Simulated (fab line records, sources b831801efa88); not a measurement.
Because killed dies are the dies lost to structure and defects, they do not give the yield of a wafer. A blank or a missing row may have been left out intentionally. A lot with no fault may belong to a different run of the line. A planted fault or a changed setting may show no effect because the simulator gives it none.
fab line records	flow gf180mcu	part 1 of 2: steps 1 to 28 of 38
[record] lots = 5	wafers = 15	lastDay = 34
route steps=602 shown V3@442 M4@456 V4@476
lots that met no fault: from a run of the same line without faults
startH: hours from the record's opening day to when the first of the lot's shown wafers began	waitH: hours since the lot's step before	" unchanged from the row above	L1.1+2: a single row standing in for several wafers	- no value present, or no start provided	* or withheld: withheld	< > ~ a bound
route shown NAME@n: NAME is a module with steps in the file, n the number in the route of the first one	usual: mean/standard deviation taken from wafers without a fault	same: alike in all rows	chamber/n: place in a boat	sites: the reading at each site	_std_site: the standard deviation of these	_edge_site: outer sites' mean less inner sites'	radiusMm: for every site, how far away it sits from the centre of the wafer	mask NAME#n: copy n	behind: the tool/chamber that last shaped the wafer	hold: cause of the lot's hold/its duration in hours/its outcome	device: the n, p or np transistor that did not switch	end of line: tests of these same wafers at the route's end	a step with no rows: only its recipe	killed: the dies lost at the first sort to structure and to defects; this is not the yield of the wafer	map: shows each die of a wafer: x if killed, . if not, _ if none is there
set.NAME: setting as actually run; set.NAME@STEP: the setting as run at that earlier step	model.NAME: the simulator's own value behind a step, which no gauge read
a table for each step, a row for each wafer; lots at some steps of the route
services: from which hour (startH, from the record's first day; less than 0 if before it) a tool's chamber was out of use, for how many hours, and why
[[steps]]
[step GF_V3_DEVELOP_13]
[recipe] developTimeS = 60	resist = KrF	devTempC = 21
lot.wafer	tool	chamber	startH	waitH
L076.1+3+5	lithoTrack-01	0	532.37	0.2
L082.1+4+5	lithoTrack-03	0	591.92	0.2
L090.2+4+6	lithoTrack-01	0	634.64	0.2
L096.3+5+6	lithoTrack-04	0	677.72	0.1
L097.3+5+6	lithoTrack-01	0	689.01	0.1
[step GF_V3_CD_MEAS_14]
[recipe] targetCdNm = 260
[usual] cdNm = 259.5/1.2
lot.wafer	tool	chamber	startH	waitH	cdNm
L076.1	cdSem-02	-	532.52	0.1	258.6
L076.3	"	-	"	"	260.7
L076.5	"	-	"	"	260.3
L082.1	cdSem-01	-	592.07	0.1	260.5
L082.4	"	-	"	"	259.2
L082.5	"	-	"	"	259.0
L090.2	cdSem-02	-	634.79	0.1	259.4
L090.4	"	-	"	"	257.7
L090.6	"	-	"	"	259.7
L096.3	cdSem-02	-	677.86	0.1	258.2
L096.5	"	-	"	"	258.2
L096.6	"	-	"	"	258.7
L097.3	cdSem-01	-	689.15	0.1	260.0
L097.5	"	-	"	"	258.7
L097.6	"	-	"	"	258.7
[step GF_V3_OVL_MEAS_15]
[usual] V3_OVL = -1/4.9
lot.wafer	tool	chamber	startH	waitH	V3_OVL[nm]
L076.1	overlay-02	-	532.64	0.1	-4
L076.3	"	-	"	"	-1
L076.5	"	-	"	"	-4
L082.1	overlay-02	-	592.19	0.1	5
L082.4	"	-	"	"	2
L082.5	"	-	"	"	0
L090.2	overlay-02	-	634.89	0.1	-3
L090.4	"	-	"	"	3
L090.6	"	-	"	"	2
L096.3	overlay-02	-	677.95	0.1	-9
L096.5	"	-	"	"	-6
L096.6	"	-	"	"	-7
L097.3	overlay-02	-	689.25	0.1	5
L097.5	"	-	"	"	3
L097.6	"	-	"	"	3
[step GF_V3_ETCH_16]
[recipe] chemistry = N2/H2	targetDepthA = withheld	overetchA = withheld	timeS = withheld	target = BARC	ionEnergyEv = 200	sourceW = 500	biasW = 100	pressureMtorr = 30	n2FlowSccm = 100	h2FlowSccm = 200
[usual] drypumpMotorCurrentA = 5.8/0.51	oesProductAu = 0.855/0.0046	throttleValvePct = 13.225/0.0099
lot.wafer	tool	chamber	startH	waitH	drypumpMotorCurrentA	oesProductAu	throttleValvePct
L076.1	rieDiel-04	2	532.67	0.0	4.8	0.862	13.225
L076.3	"	1	"	"	6.2	0.851	13.201
L076.5	"	0	"	"	5.2	0.855	13.214
L082.1	rieDiel-02	2	592.22	0.0	5.9	0.860	13.213
L082.4	"	0	"	"	5.7	0.856	13.221
L082.5	"	2	"	"	6.0	0.864	13.213
L090.2	rieDiel-02	3	634.92	0.0	5.8	0.862	13.238
L090.4	"	2	"	"	6.0	0.852	13.217
L090.6	"	1	"	"	6.4	0.842	13.225
L096.3	rieDiel-04	1	677.97	0.0	6.2	0.855	13.229
L096.5	"	1	"	"	6.2	0.849	13.214
L096.6	"	0	"	"	5.2	0.859	13.234
L097.3	rieDiel-02	1	689.27	0.0	6.4	0.864	13.218
L097.5	"	1	"	"	6.4	0.862	13.241
L097.6	"	0	"	"	5.7	0.865	13.220
[step GF_V3_ETCH_17]
[recipe] chemistry = C4F8/O2/Ar	maskMaterial = KrF	target = SiO2	stopOn = TiN	sourceW = 1500	biasW = 1200	pressureMtorr = 40	c4f8FlowSccm = withheld	O2_flow_sccm = 6	Ar_flow_sccm = 300	timeS = withheld	targetDepthA = 6350
[usual] oesProductAu = 0.856/0.0043
lot.wafer	tool	chamber	startH	waitH	oesProductAu
L076.1	rieDiel-04	2	-	-	0.847
L076.3	"	1	"	"	0.854
L076.5	"	0	"	"	0.858
L082.1	rieDiel-02	2	-	-	0.846
L082.4	"	0	"	"	0.863
L082.5	"	2	"	"	0.852
L090.2	rieDiel-02	3	-	-	0.858
L090.4	"	2	"	"	0.855
L090.6	"	1	"	"	0.851
L096.3	rieDiel-04	1	-	-	0.860
L096.5	"	1	"	"	0.861
L096.6	"	0	"	"	0.848
L097.3	rieDiel-02	1	-	-	0.859
L097.5	"	1	"	"	0.860
L097.6	"	0	"	"	0.856
[step GF_V3_STRIP_18]
[recipe] chemistry = O2/N2	powerW = 1400	pressureMtorr = 1500	platenTempC = 250	o2FlowSccm = 3000	n2FlowSccm = 300	overashFraction = 0.5
[usual] drypumpMotorCurrentA = 5.34/0.3	heaterPowerW = 357/53	oesProductAu = 0.593/0.0051
lot.wafer	tool	chamber	startH	waitH	drypumpMotorCurrentA	heaterPowerW	oesProductAu	rfHoursCounterH
L076.1	plasmaAsher-03	0	532.80	-	5.07	451	0.602	41
L076.3	"	0	"	"	5.08	426	0.597	-
L076.5	"	1	"	"	5.37	326	0.596	-
L082.1	plasmaAsher-02	1	592.35	-	5.74	339	0.591	100
L082.4	"	1	"	"	5.81	339	0.595	-
L082.5	"	0	"	"	5.64	274	0.591	-
L090.2	plasmaAsher-03	1	635.05	-	5.34	318	0.580	51
L090.4	"	0	"	"	5.03	430	0.590	-
L090.6	"	1	"	"	5.37	328	0.580	-
L096.3	plasmaAsher-02	0	678.13	-	5.65	278	0.595	-
L096.5	"	1	"	"	5.87	343	0.593	-
L096.6	"	0	"	"	5.68	282	0.602	-
L097.3	plasmaAsher-02	0	689.43	-	5.65	280	0.590	-
L097.5	"	0	"	"	5.66	279	0.591	-
L097.6	"	1	"	"	5.77	338	0.599	-
[step GF_V3_STRIP_19]
[recipe] chemistry = postEtchResidueRemover	timeS = 1200	tempC = 72.5
[usual] bathGuardTempC = 73.0/0.43
lot.wafer	tool	chamber	startH	waitH	bathGuardTempC
L076.1	wetBench-03	3	532.90	0.1	73.2
L076.3	"	3	"	"	73.0
L076.5	"	3	"	"	73.1
L082.1	wetBench-03	0	592.45	0.1	73.0
L082.4	"	0	"	"	73.0
L082.5	"	0	"	"	73.1
L090.2	wetBench-04	0	635.15	0.1	73.6
L090.4	"	0	"	"	73.9
L090.6	"	0	"	"	73.6
L096.3	wetBench-01	3	678.20	0.0	73.0
L096.5	"	3	"	"	73.1
L096.6	"	3	"	"	73.0
L097.3	wetBench-04	0	689.50	0.0	74.3
L097.5	"	0	"	"	73.8
L097.6	"	0	"	"	74.0
[step GF_V3_CLEAN_20]
[recipe] chemistry = DIW	dry = n2Spin
lot.wafer	tool	chamber	startH	waitH
L076.1+3+5	wetBench-01	2	533.24	0.0
L082.1+4+5	wetBench-04	1	592.83	0.0
L090.2+4+6	wetBench-01	3	635.52	0.0
L096.3+5+6	wetBench-03	1	678.54	0.0
L097.3+5+6	wetBench-01	3	689.84	0.0
[step GF_V3_SPUTTER_21]
[recipe] material = Ti	targetThkNm = 15	chamberPressurePa = 5	powerW = 2500	substrateTempC = 200	timeS = 80.02
[usual] substrateTempC = 200.00/0.16	throttleValvePct = 30.0/1.1
lot.wafer	tool	chamber	startH	waitH	substrateTempC	throttleValvePct
L076.1	pvdSputter-03	-	533.33	0.0	199.87	29.3
L076.3	"	-	"	"	200.05	29.8
L076.5	"	-	"	"	199.52	29.3
L082.1	pvdSputter-01	-	592.93	0.0	200.11	28.9
L082.4	"	-	"	"	199.94	30.1
L082.5	"	-	"	"	200.15	31.9
L090.2	pvdSputter-04	-	635.61	0.0	200.23	31.0
L090.4	"	-	"	"	200.17	29.9
L090.6	"	-	"	"	199.73	31.8
L096.3	pvdSputter-01	-	678.64	0.0	200.12	28.9
L096.5	"	-	"	"	199.86	31.9
L096.6	"	-	"	"	200.17	29.0
L097.3	pvdSputter-03	-	690.02	0.0	199.86	30.0
L097.5	"	-	"	"	200.04	28.6
L097.6	"	-	"	"	200.08	29.1
[step GF_V3_SPUTTER_22]
[recipe] material = TiN	targetThkNm = 10	chamberPressurePa = 5	powerW = 4000	timeS = 40
[usual] throttleValvePct = 30.0/1.1
lot.wafer	tool	chamber	startH	waitH	throttleValvePct
L076.1	pvdSputter-03	-	533.40	0.0	29.2
L076.3	"	-	"	"	29.9
L076.5	"	-	"	"	29.2
L082.1	pvdSputter-01	-	592.99	0.0	28.9
L082.4	"	-	"	"	30.4
L082.5	"	-	"	"	32.2
L090.2	pvdSputter-04	-	635.68	0.0	30.8
L090.4	"	-	"	"	30.1
L090.6	"	-	"	"	31.9
L096.3	pvdSputter-01	-	678.70	0.0	28.9
L096.5	"	-	"	"	31.9
L096.6	"	-	"	"	28.9
L097.3	pvdSputter-03	-	690.09	0.0	30.0
L097.5	"	-	"	"	28.6
L097.6	"	-	"	"	29.3
[step GF_V3_CVD_23]
[recipe] material = W	targetThkNm = 350	timeS = 104.9	tempC = 400	pressureTorr = 40
[usual] heaterPowerW = 863/160
lot.wafer	tool	chamber	startH	waitH	heaterPowerW
L076.1	cvdW-01	1	533.43	0.0	725
L076.3	"	0	"	"	719
L076.5	"	0	"	"	722
L082.1	cvdW-02	1	593.03	0.0	1064
L082.4	"	1	"	"	1064
L082.5	"	1	"	"	1058
L090.2	cvdW-01	1	635.71	0.0	743
L090.4	"	0	"	"	695
L090.6	"	1	"	"	743
L096.3	cvdW-01	0	678.78	0.1	721
L096.5	"	0	"	"	722
L096.6	"	1	"	"	756
L097.3	cvdW-02	0	690.16	0.1	1004
L097.5	"	1	"	"	1091
L097.6	"	0	"	"	997
[step GF_V3_RS_MEAS_24]
[recipe] thkMeasGauge = four-point-probe	reads = W_of_V3_CVD_23+TiN_of_V3_SPUTTER_22+Ti_of_V3_SPUTTER_21
[usual] V3_W_RS = 0.327/0.0041
lot.wafer	tool	chamber	startH	waitH	V3_W_RS[ohm/sq]
L076.1	filmMetro-02	-	533.55	0.1	0.324
L076.3	"	-	"	"	0.326
L076.5	"	-	"	"	0.324
L082.1	filmMetro-04	-	593.14	0.1	0.331
L082.4	"	-	"	"	0.330
L082.5	"	-	"	"	0.331
L090.2	filmMetro-01	-	635.85	0.1	0.330
L090.4	"	-	"	"	0.319
L090.6	"	-	"	"	0.330
L096.3	filmMetro-02	-	678.89	0.1	0.327
L096.5	"	-	"	"	0.325
L096.6	"	-	"	"	0.330
L097.3	filmMetro-04	-	690.28	0.1	0.326
L097.5	"	-	"	"	0.330
L097.6	"	-	"	"	0.325
[step GF_V3_THK_MEAS_25]
[recipe] thkMeasGauge = xrf	reads = W_of_V3_CVD_23
[usual] V3_W_THK = 349/5.5
lot.wafer	tool	chamber	startH	waitH	V3_W_THK[nm]
L076.1	filmMetro-02	-	533.67	0.1	349
L076.3	"	-	"	"	351
L076.5	"	-	"	"	353
L082.1	filmMetro-04	-	593.26	0.1	340
L082.4	"	-	"	"	343
L082.5	"	-	"	"	341
L090.2	filmMetro-01	-	635.96	0.1	351
L090.4	"	-	"	"	362
L090.6	"	-	"	"	350
L096.3	filmMetro-02	-	678.99	0.1	352
L096.5	"	-	"	"	352
L096.6	"	-	"	"	348
L097.3	filmMetro-04	-	690.38	0.1	348
L097.5	"	-	"	"	344
L097.6	"	-	"	"	349
[step GF_V3_CMP_26]
[recipe] stopOn = SiO2	downForcePsi = 3.5	platenRpm = 60	tOverpolishS = 15	targetThkNm = 0	padVelocityMS = 0.94248
[usual] motorCurrentA = 11.3/0.98	overpolishRunS = 14.999/0.0093	timeToEndpointS = 84/3.6
lot.wafer	tool	chamber	startH	waitH	motorCurrentA	overpolishRunS	timeToEndpointS
L076.3	cmp-01	0	533.78	0.1	12.0	14.997	86
L076.1	"	1	"	"	10.5	14.993	86
L076.5	"	3	"	"	9.7	15.007	82
L082.1	cmp-01	3	593.32	0.1	10.2	15.017	80
L082.4	"	2	"	"	11.5	14.994	77
L082.5	"	3	"	"	10.5	14.996	80
L090.4	cmp-01	0	636.01	0.0	12.9	15.007	88
L090.2	"	3	"	"	10.4	14.988	85
L090.6	"	0	"	"	12.4	15.001	87
L096.3	cmp-02	2	679.18	0.2	11.0	14.990	85
L096.5	"	3	"	"	11.0	14.990	86
L096.6	"	0	"	"	9.2	15.017	88
L097.3	cmp-01	1	690.47	0.1	10.3	15.001	88
L097.5	"	0	"	"	12.3	14.990	92
L097.6	"	1	"	"	10.9	14.992	88
[step GF_M4_SPUTTER_00]
[recipe] material = Ti	targetThkNm = 37.5	arrivingIonEnergyEv = 80	substrateTempC = 200	chamberPressurePa = 2	powerW = 4000	timeS = 150
[usual] substrateTempC = 200.01/0.17	throttleValvePct = 29.6/0.97
lot.wafer	tool	chamber	startH	waitH	substrateTempC	throttleValvePct
L076.1	pvdSputter-03	-	534.03	0.1	199.88	28.8
L076.3	"	-	"	"	200.01	29.8
L076.5	"	-	"	"	200.27	30.1
L082.1	pvdSputter-02	-	593.62	0.2	199.98	29.6
L082.4	"	-	"	"	199.87	29.7
L082.5	"	-	"	"	200.06	29.8
L090.2	pvdSputter-03	-	636.31	0.1	199.94	29.2
L090.4	"	-	"	"	200.13	28.8
L090.6	"	-	"	"	199.85	28.7
L096.3	pvdSputter-03	-	679.33	0.1	199.90	29.4
L096.5	"	-	"	"	199.98	30.0
L096.6	"	-	"	"	199.80	30.1
L097.3	pvdSputter-02	-	690.72	0.2	200.17	28.9
L097.5	"	-	"	"	200.12	29.9
L097.6	"	-	"	"	200.07	28.9
[step GF_M4_SPUTTER_01]
[recipe] material = TiN	targetThkNm = 30	powerW = 6500	timeS = 25	chamberPressurePa = 0.4
[usual] throttleValvePct = 29.6/0.97
lot.wafer	tool	chamber	startH	waitH	throttleValvePct
L076.1	pvdSputter-03	-	534.13	0.1	28.8
L076.3	"	-	"	"	30.0
L076.5	"	-	"	"	30.3
L082.1	pvdSputter-02	-	593.72	0.1	29.8
L082.4	"	-	"	"	29.5
L082.5	"	-	"	"	30.0
L090.2	pvdSputter-03	-	636.41	0.1	29.2
L090.4	"	-	"	"	28.7
L090.6	"	-	"	"	28.9
L096.3	pvdSputter-03	-	679.43	0.1	29.3
L096.5	"	-	"	"	30.1
L096.6	"	-	"	"	30.7
L097.3	pvdSputter-02	-	690.82	0.1	28.9
L097.5	"	-	"	"	29.5
L097.6	"	-	"	"	28.8
[step GF_M4_SPUTTER_02]
[recipe] material = AlCu	targetThkNm = 450	powerW = 10600	timeS = 23.9	chamberPressurePa = 0.4
[usual] throttleValvePct = 29.6/0.93
lot.wafer	tool	chamber	startH	waitH	throttleValvePct
L076.1	pvdSputter-03	-	534.16	0.0	28.8
L076.3	"	-	"	"	29.9
L076.5	"	-	"	"	30.2
L082.1	pvdSputter-02	-	593.75	0.0	29.5
L082.4	"	-	"	"	29.8
L082.5	"	-	"	"	29.6
L090.2	pvdSputter-03	-	636.44	0.0	29.2
L090.4	"	-	"	"	28.6
L090.6	"	-	"	"	29.0
L096.3	pvdSputter-03	-	679.47	0.0	29.3
L096.5	"	-	"	"	30.0
L096.6	"	-	"	"	30.4
L097.3	pvdSputter-02	-	690.85	0.0	28.9
L097.5	"	-	"	"	29.8
L097.6	"	-	"	"	28.9
[step GF_M4_SPUTTER_03]
[recipe] material = Ti	targetThkNm = 10	substrateTempC = 300	chamberPressurePa = 0.3	powerW = 3000	timeS = 6.7
[usual] substrateTempC = 300.05/0.21	throttleValvePct = 29.6/0.96
lot.wafer	tool	chamber	startH	waitH	substrateTempC	throttleValvePct
L076.1	pvdSputter-03	-	534.19	0.0	299.95	28.4
L076.3	"	-	"	"	300.01	30.0
L076.5	"	-	"	"	299.81	30.2
L082.1	pvdSputter-02	-	593.78	0.0	299.84	29.6
L082.4	"	-	"	"	300.05	29.7
L082.5	"	-	"	"	300.23	29.6
L090.2	pvdSputter-03	-	636.47	0.0	300.12	28.9
L090.4	"	-	"	"	300.34	28.9
L090.6	"	-	"	"	299.95	28.6
L096.3	pvdSputter-03	-	679.50	0.0	300.15	28.7
L096.5	"	-	"	"	300.13	30.0
L096.6	"	-	"	"	300.23	29.9
L097.3	pvdSputter-02	-	690.88	0.0	300.06	29.0
L097.5	"	-	"	"	300.16	29.8
L097.6	"	-	"	"	299.88	29.0
[step GF_M4_SPUTTER_04]
[recipe] material = TiN	targetThkNm = 50	powerW = 6500	timeS = 41.7	chamberPressurePa = 0.4
[usual] throttleValvePct = 29.6/0.95
lot.wafer	tool	chamber	startH	waitH	throttleValvePct
L076.1	pvdSputter-03	-	534.21	0.0	28.7
L076.3	"	-	"	"	30.2
L076.5	"	-	"	"	30.6
L082.1	pvdSputter-02	-	593.80	0.0	29.7
L082.4	"	-	"	"	29.6
L082.5	"	-	"	"	29.9
L090.2	pvdSputter-03	-	636.49	0.0	29.3
L090.4	"	-	"	"	28.8
L090.6	"	-	"	"	28.9
L096.3	pvdSputter-03	-	679.52	0.0	28.9
L096.5	"	-	"	"	30.1
L096.6	"	-	"	"	30.4
L097.3	pvdSputter-02	-	690.90	0.0	29.0
L097.5	"	-	"	"	29.8
L097.6	"	-	"	"	29.2
[step GF_M4_RS_MEAS_05]
[recipe] thkMeasGauge = four-point-probe	reads = TiN_of_M4_SPUTTER_04+Ti_of_M4_SPUTTER_03+AlCu_of_M4_SPUTTER_02+TiN_of_M4_SPUTTER_01+Ti_of_M4_SPUTTER_00
[usual] M4_ALCU_RS = 0.0692/0.00066
lot.wafer	tool	chamber	startH	waitH	M4_ALCU_RS[ohm/sq]
L076.1	filmMetro-03	-	534.25	0.0	0.0698
L076.3	"	-	"	"	0.0690
L076.5	"	-	"	"	0.0688
L082.1	filmMetro-03	-	593.84	0.0	0.0687
L082.4	"	-	"	"	0.0690
L082.5	"	-	"	"	0.0689
L090.2	filmMetro-04	-	636.55	0.0	0.0689
L090.4	"	-	"	"	0.0695
L090.6	"	-	"	"	0.0687
L096.3	filmMetro-04	-	679.60	0.1	0.0684
L096.5	"	-	"	"	0.0691
L096.6	"	-	"	"	0.0688
L097.3	filmMetro-03	-	690.98	0.1	0.0701
L097.5	"	-	"	"	0.0694
L097.6	"	-	"	"	0.0699
[step GF_M4_THK_MEAS_06]
[recipe] thkMeasGauge = xrf	reads = AlCu_of_M4_SPUTTER_02
[usual] M4_ALCU_THK = 449/4.6
lot.wafer	tool	chamber	startH	waitH	M4_ALCU_THK[nm]
L076.1	filmMetro-03	-	534.37	0.1	447
L076.3	"	-	"	"	450
L076.5	"	-	"	"	452
L082.1	filmMetro-03	-	593.96	0.1	448
L082.4	"	-	"	"	446
L082.5	"	-	"	"	445
L090.2	filmMetro-04	-	636.66	0.1	451
L090.4	"	-	"	"	445
L090.6	"	-	"	"	451
L096.3	filmMetro-04	-	679.70	0.1	453
L096.5	"	-	"	"	449
L096.6	"	-	"	"	453
L097.3	filmMetro-03	-	691.08	0.1	444
L097.5	"	-	"	"	449
L097.6	"	-	"	"	444
[step GF_M4_DEHYDRATE_07]
[recipe] tempC = 200	timeS = 60
lot.wafer	tool	chamber	startH	waitH
L076.1+3+5	lithoTrack-01	0	544.57	10.2
L082.1+4+5	lithoTrack-01	0	603.72	9.7
L090.2+4+6	lithoTrack-04	0	646.64	10.0
L096.3+5+6	lithoTrack-02	0	688.66	9.0
L097.3+5+6	lithoTrack-02	0	699.76	8.7
[step GF_M4_HMDS_08]
[recipe] primeTimeS = 60	primeTempC = 120
lot.wafer	tool	chamber	startH	waitH
L076.1+3+5	lithoTrack-01	0	544.72	0.1
L082.1+4+5	lithoTrack-01	0	603.87	0.1
L090.2+4+6	lithoTrack-04	0	646.79	0.1
L096.3+5+6	lithoTrack-02	0	688.81	0.1
L097.3+5+6	lithoTrack-02	0	699.91	0.1
[step GF_M4_COAT_09]
[recipe] resist = KrF	spinRpm = withheld	resistThkNm = 1000
lot.wafer	tool	chamber	startH	waitH
L076.1+3+5	lithoTrack-01	0	544.87	0.1
L082.1+4+5	lithoTrack-01	0	604.02	0.1
L090.2+4+6	lithoTrack-04	0	646.94	0.1
L096.3+5+6	lithoTrack-02	0	688.96	0.1
L097.3+5+6	lithoTrack-02	0	700.06	0.1
[step GF_M4_SOFTBAKE_10]
[recipe] tempC = 130	timeS = 60	resist = KrF
lot.wafer	tool	chamber	startH	waitH
L076.1+3+5	lithoTrack-01	0	545.02	0.1
L082.1+4+5	lithoTrack-01	0	604.17	0.1
L090.2+4+6	lithoTrack-04	0	647.09	0.1
L096.3+5+6	lithoTrack-02	0	689.11	0.1
L097.3+5+6	lithoTrack-02	0	700.21	0.1
[step GF_M4_EXPOSE_11]
[recipe] maskId = Metal4	targetCdNm = 280	na = 0.68	sourceShape = conventional	sigmaOuter = 0.6	doseMj = 28
lot.wafer	tool	chamber	startH	waitH	mask
L076.1+3+5	krfScanner-01	0	-	-	Metal4#0
L082.1+4+5	krfScanner-02	0	-	-	Metal4#0
L090.2+4+6	krfScanner-01	0	-	-	Metal4#0
L096.3+5+6	krfScanner-02	0	-	-	Metal4#0
L097.3+5+6	krfScanner-02	0	-	-	Metal4#0
[step GF_M4_PEB_12]
[recipe] pebTempC = 135	pebTimeS = 90	resist = KrF
[same] pebTimeS = 90
lot.wafer	tool	chamber	startH	waitH
L076.1+3+5	lithoTrack-01	0	-	-
L082.1+4+5	lithoTrack-02	0	-	-
L090.2+4+6	lithoTrack-04	0	-	-
L096.3+5+6	lithoTrack-01	0	-	-
L097.3+5+6	lithoTrack-01	0	-	-
[step GF_M4_DEVELOP_13]
[recipe] developTimeS = 60	devTempC = 21
lot.wafer	tool	chamber	startH	waitH
L076.1+3+5	lithoTrack-01	0	556.17	0.2
L082.1+4+5	lithoTrack-02	0	614.66	0.2
L090.2+4+6	lithoTrack-04	0	656.49	0.2
L096.3+5+6	lithoTrack-01	0	698.16	0.1
L097.3+5+6	lithoTrack-01	0	709.76	0.1
